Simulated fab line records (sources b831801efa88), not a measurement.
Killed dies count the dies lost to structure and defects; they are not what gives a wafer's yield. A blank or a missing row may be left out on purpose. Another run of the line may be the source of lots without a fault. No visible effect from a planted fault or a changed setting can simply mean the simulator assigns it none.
fab line records :: flow sky130
[record]
  lots = 6
  wafers = 18
  lastDay = 50
route steps=708 shown POLY_GATE@234 LDD_N@237
lots untouched by any fault: they come from a run of this same line in which no faults occurred
startH: the number of hours between the record's first day and the start of the first shown wafer of the lot :: waitH: how many hours have passed since the lot's step before this one :: " the same as in the row above :: L1.1+2: one row covering several wafers at once :: - no value, or no start given :: * or withheld: withheld :: < > ~ a bound
route shown NAME@n: NAME is a module with steps in the file, n the number in the route of the first one :: usual: mean and standard deviation over wafers with no fault :: same: alike in all rows :: chamber/n: place in a boat :: sites: the reading at each site :: _std_site: standard deviation of those values :: _edge_site: outer sites' mean less inner sites' :: radiusMm: for every site, how far away it sits from the centre of the wafer :: mask NAME#n: copy n :: behind: the most recent tool/chamber to have shaped the wafer :: hold: cause of the lot's hold/its duration in hours/its outcome :: device: the n, p or np transistor that did not switch :: end of line: the route-end tests of the same wafers :: for a step that has no rows: nothing shown but its recipe :: killed: count of dies lost to structure and defects at first sort (not the wafer's yield) :: map: dies across one wafer; x = killed, . = not, _ = none there
set.NAME: the setting the step ran with; set.NAME@STEP: the setting that earlier step ran with :: model.NAME: the simulator's own value behind a step, which no gauge read
lots at some steps of the route; a table a step, a row a wafer
services: a tool's chamber out of use, with start hour (startH, from the record's first day; less than 0 if before it), hours out, and reason
[[steps]]
[step SKY_POLY_GATE_OXIDATION_20]
[recipe]
  tempC = 850
  ambient = O2
  stabiliseS = 600
  purgeS = 300
  targetThkA = 40
  oxTimeS = 899
[step SKY_POLY_GATE_THK_MEAS_21]
[recipe]
  reads = SiO2_of_POLY_GATE_OXIDATION_20
[usual]
  POLY_GATE_OXIDATION_THK = 4.05/0.083
lot.wafer: L441.1
tool: filmMetro-03
chamber: -
startH: 434.06
waitH: 0.0
POLY_GATE_OXIDATION_THK[nm]: 4.03

lot.wafer: L441.5
tool: filmMetro-03
chamber: -
startH: 434.06
waitH: 0.0
POLY_GATE_OXIDATION_THK[nm]: 4.11

lot.wafer: L441.6
tool: filmMetro-03
chamber: -
startH: 434.06
waitH: 0.0
POLY_GATE_OXIDATION_THK[nm]: 4.03

lot.wafer: L443.3
tool: filmMetro-04
chamber: -
startH: 468.30
waitH: 0.0
POLY_GATE_OXIDATION_THK[nm]: 4.05

lot.wafer: L443.4
tool: filmMetro-04
chamber: -
startH: 468.30
waitH: 0.0
POLY_GATE_OXIDATION_THK[nm]: 4.14

lot.wafer: L443.6
tool: filmMetro-04
chamber: -
startH: 468.30
waitH: 0.0
POLY_GATE_OXIDATION_THK[nm]: 4.05

lot.wafer: L445.4
tool: filmMetro-04
chamber: -
startH: 475.86
waitH: 0.0
POLY_GATE_OXIDATION_THK[nm]: 3.99

lot.wafer: L445.5
tool: filmMetro-04
chamber: -
startH: 475.86
waitH: 0.0
POLY_GATE_OXIDATION_THK[nm]: 3.98

lot.wafer: L445.6
tool: filmMetro-04
chamber: -
startH: 475.86
waitH: 0.0
POLY_GATE_OXIDATION_THK[nm]: 3.94

lot.wafer: L446.2
tool: filmMetro-03
chamber: -
startH: 483.69
waitH: 0.0
POLY_GATE_OXIDATION_THK[nm]: 4.12

lot.wafer: L446.3
tool: filmMetro-03
chamber: -
startH: 483.69
waitH: 0.0
POLY_GATE_OXIDATION_THK[nm]: 4.03

lot.wafer: L446.5
tool: filmMetro-03
chamber: -
startH: 483.69
waitH: 0.0
POLY_GATE_OXIDATION_THK[nm]: 4.15

lot.wafer: L454.1
tool: filmMetro-01
chamber: -
startH: 547.63
waitH: 0.0
POLY_GATE_OXIDATION_THK[nm]: 4.06

lot.wafer: L454.2
tool: filmMetro-01
chamber: -
startH: 547.63
waitH: 0.0
POLY_GATE_OXIDATION_THK[nm]: 4.09

lot.wafer: L454.5
tool: filmMetro-01
chamber: -
startH: 547.63
waitH: 0.0
POLY_GATE_OXIDATION_THK[nm]: 4.04

lot.wafer: L456.1
tool: filmMetro-04
chamber: -
startH: 569.55
waitH: 0.0
POLY_GATE_OXIDATION_THK[nm]: 4.03

lot.wafer: L456.3
tool: filmMetro-04
chamber: -
startH: 569.55
waitH: 0.0
POLY_GATE_OXIDATION_THK[nm]: 4.02

lot.wafer: L456.5
tool: filmMetro-04
chamber: -
startH: 569.55
waitH: 0.0
POLY_GATE_OXIDATION_THK[nm]: 4.00
[step SKY_POLY_GATE_CD_MEAS_22]
[usual]
  cdNm = 151.0/2.7
lot.wafer: L441.1
tool: cdSem-01
chamber: -
startH: 434.12
waitH: 0.1
cdNm: 151.4

lot.wafer: L441.5
tool: cdSem-01
chamber: -
startH: 434.12
waitH: 0.1
cdNm: 148.5

lot.wafer: L441.6
tool: cdSem-01
chamber: -
startH: 434.12
waitH: 0.1
cdNm: 151.0

lot.wafer: L443.3
tool: cdSem-01
chamber: -
startH: 468.40
waitH: 0.1
cdNm: 149.1

lot.wafer: L443.4
tool: cdSem-01
chamber: -
startH: 468.40
waitH: 0.1
cdNm: 151.8

lot.wafer: L443.6
tool: cdSem-01
chamber: -
startH: 468.40
waitH: 0.1
cdNm: 147.2

lot.wafer: L445.4
tool: cdSem-02
chamber: -
startH: 475.97
waitH: 0.1
cdNm: 149.9

lot.wafer: L445.5
tool: cdSem-02
chamber: -
startH: 475.97
waitH: 0.1
cdNm: 157.5

lot.wafer: L445.6
tool: cdSem-02
chamber: -
startH: 475.97
waitH: 0.1
cdNm: 153.3

lot.wafer: L446.2
tool: cdSem-02
chamber: -
startH: 483.77
waitH: 0.1
cdNm: 147.5

lot.wafer: L446.3
tool: cdSem-02
chamber: -
startH: 483.77
waitH: 0.1
cdNm: 149.5

lot.wafer: L446.5
tool: cdSem-02
chamber: -
startH: 483.77
waitH: 0.1
cdNm: 150.2

lot.wafer: L454.1
tool: cdSem-02
chamber: -
startH: 547.69
waitH: 0.1
cdNm: 152.6

lot.wafer: L454.2
tool: cdSem-02
chamber: -
startH: 547.69
waitH: 0.1
cdNm: 148.2

lot.wafer: L454.5
tool: cdSem-02
chamber: -
startH: 547.69
waitH: 0.1
cdNm: 149.3

lot.wafer: L456.1
tool: cdSem-01
chamber: -
startH: 569.61
waitH: 0.1
cdNm: 149.6

lot.wafer: L456.3
tool: cdSem-01
chamber: -
startH: 569.61
waitH: 0.1
cdNm: 149.9

lot.wafer: L456.5
tool: cdSem-01
chamber: -
startH: 569.61
waitH: 0.1
cdNm: 150.7
[step SKY_LDD_N_DEHYDRATE_00]
[recipe]
  tempC = 200
  timeS = 60
[step SKY_LDD_N_HMDS_01]
[recipe]
  primeTimeS = 60
  primeTempC = 120
[step SKY_LDD_N_COAT_02]
[recipe]
  resist = NOVOLAK
  spinRpm = 3000
  resistThkNm = 300
[step SKY_LDD_N_SOFTBAKE_03]
[recipe]
  tempC = 90
  timeS = 60
  resist = NOVOLAK
[step SKY_LDD_N_EXPOSE_04]
[recipe]
  maskId = NTM
  targetCdNm = 840
  na = 0.6
  sourceShape = conventional
  sigmaOuter = 0.6
  doseMj = 110
[step SKY_LDD_N_PEB_05]
[recipe]
  tempC = withheld
  timeS = *
  resist = NOVOLAK
[step SKY_LDD_N_DEVELOP_06]
[recipe]
  developTimeS = 60
  devTempC = 23
[step SKY_LDD_N_OVL_MEAS_07]
[usual]
  LDD_N_OVL = 1.6/1.5
lot.wafer: L441.1
tool: overlay-02
chamber: -
startH: 464.72
waitH: 0.1
LDD_N_OVL[nm]: 0.9

lot.wafer: L441.5
tool: overlay-02
chamber: -
startH: 464.72
waitH: 0.1
LDD_N_OVL[nm]: 0.9

lot.wafer: L441.6
tool: overlay-02
chamber: -
startH: 464.72
waitH: 0.1
LDD_N_OVL[nm]: 2.1

lot.wafer: L443.3
tool: overlay-02
chamber: -
startH: 499.20
waitH: 0.1
LDD_N_OVL[nm]: 0.3

lot.wafer: L443.4
tool: overlay-02
chamber: -
startH: 499.20
waitH: 0.1
LDD_N_OVL[nm]: 0.3

lot.wafer: L443.6
tool: overlay-02
chamber: -
startH: 499.20
waitH: 0.1
LDD_N_OVL[nm]: 0.1

lot.wafer: L445.4
tool: overlay-02
chamber: -
startH: 506.81
waitH: 0.1
LDD_N_OVL[nm]: 3.5

lot.wafer: L445.5
tool: overlay-02
chamber: -
startH: 506.81
waitH: 0.1
LDD_N_OVL[nm]: 2.8

lot.wafer: L445.6
tool: overlay-02
chamber: -
startH: 506.81
waitH: 0.1
LDD_N_OVL[nm]: 2.6

lot.wafer: L446.2
tool: overlay-02
chamber: -
startH: 514.24
waitH: 0.1
LDD_N_OVL[nm]: 1.0

lot.wafer: L446.3
tool: overlay-02
chamber: -
startH: 514.24
waitH: 0.1
LDD_N_OVL[nm]: 1.2

lot.wafer: L446.5
tool: overlay-02
chamber: -
startH: 514.24
waitH: 0.1
LDD_N_OVL[nm]: 1.1

lot.wafer: L454.1
tool: overlay-01
chamber: -
startH: 577.28
waitH: 0.1
LDD_N_OVL[nm]: -1.4

lot.wafer: L454.2
tool: overlay-01
chamber: -
startH: 577.28
waitH: 0.1
LDD_N_OVL[nm]: -1.3

lot.wafer: L454.5
tool: overlay-01
chamber: -
startH: 577.28
waitH: 0.1
LDD_N_OVL[nm]: -1.9

lot.wafer: L456.1
tool: overlay-01
chamber: -
startH: 598.74
waitH: 0.1
LDD_N_OVL[nm]: 1.5

lot.wafer: L456.3
tool: overlay-01
chamber: -
startH: 598.74
waitH: 0.1
LDD_N_OVL[nm]: 0.6

lot.wafer: L456.5
tool: overlay-01
chamber: -
startH: 598.74
waitH: 0.1
LDD_N_OVL[nm]: 1.0
[step SKY_LDD_N_IMPLANT_08]
[recipe]
  species = As
  energyKev = 20
  doseCm2 = 7.5e+13
  tiltDeg = withheld
  rotationDeg = 23
[step SKY_LDD_N_IMPLANT_09]
[recipe]
  species = As
  energyKev = 20
  doseCm2 = 7.5e+13
  tiltDeg = withheld
  rotationDeg = 113
[usual]
  beamEnergyKeV = 19.999/0.0065
  beamOnS = 10.00/0.2
  rotationDeg = 113.00/0.026
lot.wafer: L441.1
tool: implanter-02
chamber: 0
startH: 464.90
waitH: 0.1
beamEnergyKeV: 20.000
beamOnS: 9.94
rotationDeg: 113.00

lot.wafer: L441.5
tool: implanter-02
chamber: 0
startH: 464.90
waitH: 0.1
beamEnergyKeV: 20.001
beamOnS: 10.13
rotationDeg: 113.02

lot.wafer: L441.6
tool: implanter-02
chamber: 0
startH: 464.90
waitH: 0.1
beamEnergyKeV: 19.992
beamOnS: 10.17
rotationDeg: 113.02

lot.wafer: L443.3
tool: implanter-03
chamber: 0
startH: 499.42
waitH: 0.1
beamEnergyKeV: 19.995
beamOnS: 10.24
rotationDeg: 113.05

lot.wafer: L443.4
tool: implanter-03
chamber: 0
startH: 499.42
waitH: 0.1
beamEnergyKeV: 19.997
beamOnS: 9.69
rotationDeg: 113.04

lot.wafer: L443.6
tool: implanter-03
chamber: 0
startH: 499.42
waitH: 0.1
beamEnergyKeV: 20.004
beamOnS: 9.79
rotationDeg: 113.01

lot.wafer: L445.4
tool: implanter-01
chamber: -
startH: 507.05
waitH: 0.1
beamEnergyKeV: -
beamOnS: -
rotationDeg: -

lot.wafer: L445.5
tool: implanter-01
chamber: -
startH: 507.05
waitH: 0.1
beamEnergyKeV: -
beamOnS: -
rotationDeg: -

lot.wafer: L445.6
tool: implanter-01
chamber: -
startH: 507.05
waitH: 0.1
beamEnergyKeV: -
beamOnS: -
rotationDeg: -

lot.wafer: L446.2
tool: implanter-03
chamber: -
startH: 514.45
waitH: 0.1
beamEnergyKeV: -
beamOnS: -
rotationDeg: -

lot.wafer: L446.3
tool: implanter-03
chamber: -
startH: 514.45
waitH: 0.1
beamEnergyKeV: -
beamOnS: -
rotationDeg: -

lot.wafer: L446.5
tool: implanter-03
chamber: -
startH: 514.45
waitH: 0.1
beamEnergyKeV: -
beamOnS: -
rotationDeg: -

lot.wafer: L454.1
tool: implanter-03
chamber: 0
startH: 577.47
waitH: 0.1
beamEnergyKeV: 19.999
beamOnS: 9.91
rotationDeg: 113.03

lot.wafer: L454.2
tool: implanter-03
chamber: 0
startH: 577.47
waitH: 0.1
beamEnergyKeV: 19.999
beamOnS: 10.02
rotationDeg: 113.01

lot.wafer: L454.5
tool: implanter-03
chamber: 0
startH: 577.47
waitH: 0.1
beamEnergyKeV: 20.002
beamOnS: 10.08
rotationDeg: 113.04

lot.wafer: L456.1
tool: implanter-01
chamber: 0
startH: 598.92
waitH: 0.1
beamEnergyKeV: 20.004
beamOnS: 10.12
rotationDeg: 112.98

lot.wafer: L456.3
tool: implanter-01
chamber: 0
startH: 598.92
waitH: 0.1
beamEnergyKeV: 20.001
beamOnS: 9.79
rotationDeg: 112.98

lot.wafer: L456.5
tool: implanter-01
chamber: 0
startH: 598.92
waitH: 0.1
beamEnergyKeV: 19.994
beamOnS: 10.00
rotationDeg: 113.01
[step SKY_LDD_N_IMPLANT_10]
[recipe]
  species = As
  energyKev = 20
  doseCm2 = 7.5e+13
  tiltDeg = withheld
  rotationDeg = 203
[step SKY_LDD_N_IMPLANT_11]
[recipe]
  species = As
  energyKev = 20
  doseCm2 = 7.5e+13
  tiltDeg = withheld
  rotationDeg = 293
[step SKY_LDD_N_IMPLANT_12]
[recipe]
  species = BF2
  energyKev = 50
  doseCm2 = 5e+12
  tiltDeg = 30
  rotationDeg = 0
[step SKY_LDD_N_IMPLANT_13]
[recipe]
  species = BF2
  energyKev = 50
  doseCm2 = 5e+12
  tiltDeg = 30
  rotationDeg = 90
[step SKY_LDD_N_IMPLANT_14]
[recipe]
  species = BF2
  energyKev = 50
  doseCm2 = 5e+12
  tiltDeg = 30
  rotationDeg = 180
[step SKY_LDD_N_IMPLANT_15]
[recipe]
  species = BF2
  energyKev = 50
  doseCm2 = 5e+12
  tiltDeg = 30
  rotationDeg = 270
[step SKY_LDD_N_STRIP_16]
[recipe]
  chemistry = O2/N2
  powerW = 1400
  pressureMtorr = 1500
  platenTempC = withheld
  o2FlowSccm = 3000
  n2FlowSccm = 300
  overashFraction = 0.5
[usual]
  drypumpMotorCurrentA = 5.6/0.34
  o2FlowSccm = 3000/9.2
  oesProductAu = 0.406/0.0043
  stripTimeToEndpointS = 4.317/0.018
[same]
  overashFraction = 0.5
lot.wafer: L441.1
tool: plasmaAsher-03
chamber: 1
startH: 465.95
waitH: 0.1
drypumpMotorCurrentA: 6.1
o2FlowSccm: 2992
oesProductAu: 0.403
rfHoursCounterH: 34
stripTimeToEndpointS: 4.320

lot.wafer: L441.5
tool: plasmaAsher-03
chamber: 0
startH: 465.95
waitH: 0.1
drypumpMotorCurrentA: 5.7
o2FlowSccm: 3002
oesProductAu: 0.408
rfHoursCounterH: -
stripTimeToEndpointS: 4.308

lot.wafer: L441.6
tool: plasmaAsher-03
chamber: 1
startH: 465.95
waitH: 0.1
drypumpMotorCurrentA: 6.1
o2FlowSccm: 2994
oesProductAu: 0.398
rfHoursCounterH: -
stripTimeToEndpointS: 4.310

lot.wafer: L443.3
tool: plasmaAsher-03
chamber: 0
startH: 500.46
waitH: 0.1
drypumpMotorCurrentA: 5.7
o2FlowSccm: 2997
oesProductAu: 0.402
rfHoursCounterH: -
stripTimeToEndpointS: 4.287

lot.wafer: L443.4
tool: plasmaAsher-03
chamber: 1
startH: 500.46
waitH: 0.1
drypumpMotorCurrentA: 6.1
o2FlowSccm: 3017
oesProductAu: 0.405
rfHoursCounterH: -
stripTimeToEndpointS: 4.313

lot.wafer: L443.6
tool: plasmaAsher-03
chamber: 0
startH: 500.46
waitH: 0.1
drypumpMotorCurrentA: 5.7
o2FlowSccm: 3010
oesProductAu: 0.406
rfHoursCounterH: -
stripTimeToEndpointS: 4.311

lot.wafer: L445.4
tool: plasmaAsher-04
chamber: 1
startH: 508.06
waitH: 0.1
drypumpMotorCurrentA: 5.7
o2FlowSccm: 3011
oesProductAu: 0.407
rfHoursCounterH: -
stripTimeToEndpointS: 4.154

lot.wafer: L445.5
tool: plasmaAsher-04
chamber: 0
startH: 508.06
waitH: 0.1
drypumpMotorCurrentA: 5.1
o2FlowSccm: 3005
oesProductAu: 0.411
rfHoursCounterH: -
stripTimeToEndpointS: 4.158

lot.wafer: L445.6
tool: plasmaAsher-04
chamber: 1
startH: 508.06
waitH: 0.1
drypumpMotorCurrentA: 5.6
o2FlowSccm: 3011
oesProductAu: 0.412
rfHoursCounterH: -
stripTimeToEndpointS: 4.154

lot.wafer: L446.2
tool: plasmaAsher-04
chamber: 1
startH: 515.47
waitH: 0.1
drypumpMotorCurrentA: 5.6
o2FlowSccm: 3011
oesProductAu: 0.410
rfHoursCounterH: 71
stripTimeToEndpointS: 4.127

lot.wafer: L446.3
tool: plasmaAsher-04
chamber: 0
startH: 515.47
waitH: 0.1
drypumpMotorCurrentA: 5.1
o2FlowSccm: 2990
oesProductAu: 0.416
rfHoursCounterH: -
stripTimeToEndpointS: 4.161

lot.wafer: L446.5
tool: plasmaAsher-04
chamber: 1
startH: 515.47
waitH: 0.1
drypumpMotorCurrentA: 5.6
o2FlowSccm: 3012
oesProductAu: 0.409
rfHoursCounterH: -
stripTimeToEndpointS: 4.131

lot.wafer: L454.1
tool: plasmaAsher-04
chamber: 0
startH: 578.52
waitH: 0.1
drypumpMotorCurrentA: 5.1
o2FlowSccm: 2994
oesProductAu: 0.414
rfHoursCounterH: 78
stripTimeToEndpointS: 4.319

lot.wafer: L454.2
tool: plasmaAsher-04
chamber: 1
startH: 578.52
waitH: 0.1
drypumpMotorCurrentA: 5.7
o2FlowSccm: 2977
oesProductAu: 0.406
rfHoursCounterH: 78
stripTimeToEndpointS: 4.291

lot.wafer: L454.5
tool: plasmaAsher-04
chamber: 0
startH: 578.52
waitH: 0.1
drypumpMotorCurrentA: 5.1
o2FlowSccm: 2995
oesProductAu: 0.404
rfHoursCounterH: -
stripTimeToEndpointS: 4.314

lot.wafer: L456.1
tool: plasmaAsher-04
chamber: 1
startH: 599.97
waitH: 0.1
drypumpMotorCurrentA: 5.7
o2FlowSccm: 3006
oesProductAu: 0.407
rfHoursCounterH: 80
stripTimeToEndpointS: 4.299

lot.wafer: L456.3
tool: plasmaAsher-04
chamber: 1
startH: 599.97
waitH: 0.1
drypumpMotorCurrentA: 5.7
o2FlowSccm: 2994
oesProductAu: 0.409
rfHoursCounterH: -
stripTimeToEndpointS: 4.331

lot.wafer: L456.5
tool: plasmaAsher-04
chamber: 1
startH: 599.97
waitH: 0.1
drypumpMotorCurrentA: 5.7
o2FlowSccm: 3020
oesProductAu: 0.409
rfHoursCounterH: -
stripTimeToEndpointS: 4.318
[step SKY_LDD_N_TW_MEAS_17]
[usual]
  LDD_N_TW = 2597/25
lot.wafer: L441.1
tool: filmMetro-04
chamber: -
startH: 466.09
waitH: 0.1
LDD_N_TW: 2561

lot.wafer: L441.5
tool: filmMetro-04
chamber: -
startH: 466.09
waitH: 0.1
LDD_N_TW: 2566

lot.wafer: L441.6
tool: filmMetro-04
chamber: -
startH: 466.09
waitH: 0.1
LDD_N_TW: 2563

lot.wafer: L443.3
tool: filmMetro-02
chamber: -
startH: 500.54
waitH: 0.1
LDD_N_TW: 2624

lot.wafer: L443.4
tool: filmMetro-02
chamber: -
startH: 500.54
waitH: 0.1
LDD_N_TW: 2632

lot.wafer: L443.6
tool: filmMetro-02
chamber: -
startH: 500.54
waitH: 0.1
LDD_N_TW: 2609

lot.wafer: L445.4
tool: filmMetro-01
chamber: -
startH: 508.15
waitH: 0.1
LDD_N_TW: 2447

lot.wafer: L445.5
tool: filmMetro-01
chamber: -
startH: 508.15
waitH: 0.1
LDD_N_TW: 2443

lot.wafer: L445.6
tool: filmMetro-01
chamber: -
startH: 508.15
waitH: 0.1
LDD_N_TW: 2458

lot.wafer: L446.2
tool: filmMetro-01
chamber: -
startH: 515.58
waitH: 0.1
LDD_N_TW: 2446

lot.wafer: L446.3
tool: filmMetro-01
chamber: -
startH: 515.58
waitH: 0.1
LDD_N_TW: 2449

lot.wafer: L446.5
tool: filmMetro-01
chamber: -
startH: 515.58
waitH: 0.1
LDD_N_TW: 2443

lot.wafer: L454.1
tool: filmMetro-02
chamber: -
startH: 578.62
waitH: 0.1
LDD_N_TW: 2617

lot.wafer: L454.2
tool: filmMetro-02
chamber: -
startH: 578.62
waitH: 0.1
LDD_N_TW: 2622

lot.wafer: L454.5
tool: filmMetro-02
chamber: -
startH: 578.62
waitH: 0.1
LDD_N_TW: 2629

lot.wafer: L456.1
tool: filmMetro-04
chamber: -
startH: 600.07
waitH: 0.1
LDD_N_TW: 2570

lot.wafer: L456.3
tool: filmMetro-04
chamber: -
startH: 600.07
waitH: 0.1
LDD_N_TW: 2568

lot.wafer: L456.5
tool: filmMetro-04
chamber: -
startH: 600.07
waitH: 0.1
LDD_N_TW: 2574
[[services]]
tool: plasmaAsher-03
chamber: -
startH: 501.96
hours: 0.7
kind: repair

tool: implanter-02
chamber: -
startH: 553.24
hours: 4.6
kind: pm
[[key]]
[firstSign]
  step = SKY_LDD_N_IMPLANT_09
  reading = toolRecord
  direction = missing
[effect]
  step = SKY_LDD_N_STRIP_16
  reading = stripTimeToEndpointS
  direction = down
  sigmas = 9.5
  usual = *
  struck = *
[effect]
  step = SKY_LDD_N_TW_MEAS_17
  reading = LDD_N_TW
  direction = down
  sigmas = 5.9
  usual = 2597
  struck = 2448
metAt SKY_LDD_N_IMPLANT_09
struckWafers L445.4,L445.5,L445.6,L446.2,L446.3,L446.5
laterRowsLeftOut L445.4,L445.5,L445.6,L446.2,L446.3,L446.5
sortLeftOut L445.4,L445.5,L445.6,L446.2,L446.3,L446.5
testerLeftOut L445,L446
onsetBetween 499.42 507.05
[fault]
  kind = skippedStepWhole
  tool = implanter-01,implanter-03
  chamber = -
  onsetH = 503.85
  steps = SKY_LDD_N_IMPLANT_09
  scope = struckLotsOnly
// testerLeftOut: of these lots the tester's yield and bins aren't shown, on N5 and GAA mostly nor the transistor test; their killed dies are dies lost to structure and defects alone, not to doping, threshold or leakage, so they don't give the yield
// sortLeftOut: the simulated sort isn't trusted on such a fault, so these wafers' sort isn't shown, and their yield isn't known
// laterRowsLeftOut: the simulator's readings of these wafers behind a module that went badly wrong aren't trusted and aren't shown, but for the sort
